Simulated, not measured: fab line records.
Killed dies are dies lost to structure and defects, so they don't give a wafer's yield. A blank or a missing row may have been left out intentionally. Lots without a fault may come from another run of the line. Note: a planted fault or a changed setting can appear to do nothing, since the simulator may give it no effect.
8D (eight disciplines) problem report, filled in by code	flow gf180mcu	the parts of the form that need people (team, actions taken, sign-off) are left out

## 1. THE ISSUE
STI_CVD_23_THK at GF_STI_THK_MEAS_24 reads a mean of 542 nm on 2 wafers of 2 lots; wafers without a fault read 648 nm with a standard deviation of 7.3. Relative to the usual mean, that is a shift of -14 standard deviations.
Earliest sighting: wafer L447.5 on film metro-03 at day 4 23:23. The record holds 32 wafers of 11 lots with a number at this step. Rule for "out" (also "out of limits"): further than 4 standard deviations from the usual mean. All remaining wafers that have a number are taken as sound.

## 2. WHAT IT IS, WHAT IT ISN'T
question	is	is not
which readings at this step	STI_CVD_23_THK	-
which lots	L447, L448	L434, L435, L437, L438, L440, L442, L454, L455, L456
which wafers of those lots	L447.5, L448.5	L447.3, L448.1, L448.3
read on which gauges	film metro-01, film metro-03	film metro-04
when	from day 4 23:23	up to then (19 sound wafers); but 11 sound wafers of L448, L454, L455, L456 came after

## 3. WHAT RULES OUT EACH SUSPECT
Counting: a tool at a process step up to the reading stays a suspect if it ran every lot that is out. Sound lots after the first of them don't rule it out here, since some wafers of a struck lot are sound.
- the gauge at GF_STI_THK_MEAS_24: ruled out. The wafers that are out were read on 2 gauges (film metro-01, film metro-03).
- hdpcvd-01 at GF_STI_CVD_23 (deposits SiO2, target thk 650 nm, time 108.3 s): kept. Ran every lot that is out, first one L447 (day 4 23:17); last sound lot up to then L437 (day 2 19:22).
The count leaves hdpcvd-01 at GF_STI_CVD_23.

## 4. THE CAUSE (what the simulator had put in)
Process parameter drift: hdpcvd-01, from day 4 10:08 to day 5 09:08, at GF_STI_CVD_23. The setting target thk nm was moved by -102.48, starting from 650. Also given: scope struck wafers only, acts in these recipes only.
Counting left only this tool.

## 5. THE CHAIN OF EFFECTS, in route order
Rows list readings where the struck wafers' mean (over those with a number) sits beyond 3 standard deviations from the usual. Only readings whose record carries a usual standard deviation are examined. hours: median over the lots of the time between each lot's start at the first step of this table that gives one and its start at this step. sigmas: the change, counted in usual standard deviations.
hours	step	reading	usual	on struck wafers	change	sigmas
0	GF_STI_THK_MEAS_24	STI_CVD_23_THK	648 nm	542	-106	-14
0	GF_STI_CMP_25	time to endpoint s	120 s	102	-18	-4.0
It contains these process steps:
- GF_STI_CMP_25: polishes, stops on Si3N4, t overpolish 33 s, target thk 524.6 nm.

## 6. WHAT WOULD HAVE CAUGHT IT SOONER
Counted from the fault's start at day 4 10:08, it took 13 hours until the first out-of-limits reading at a measuring or inspecting step in this record, taken at day 4 23:23.
Lots out: 2; of these, L448 started GF_STI_CVD_23 on hdpcvd-01 after day 4 23:23. Had the tool been put on hold then, it would have been spared.
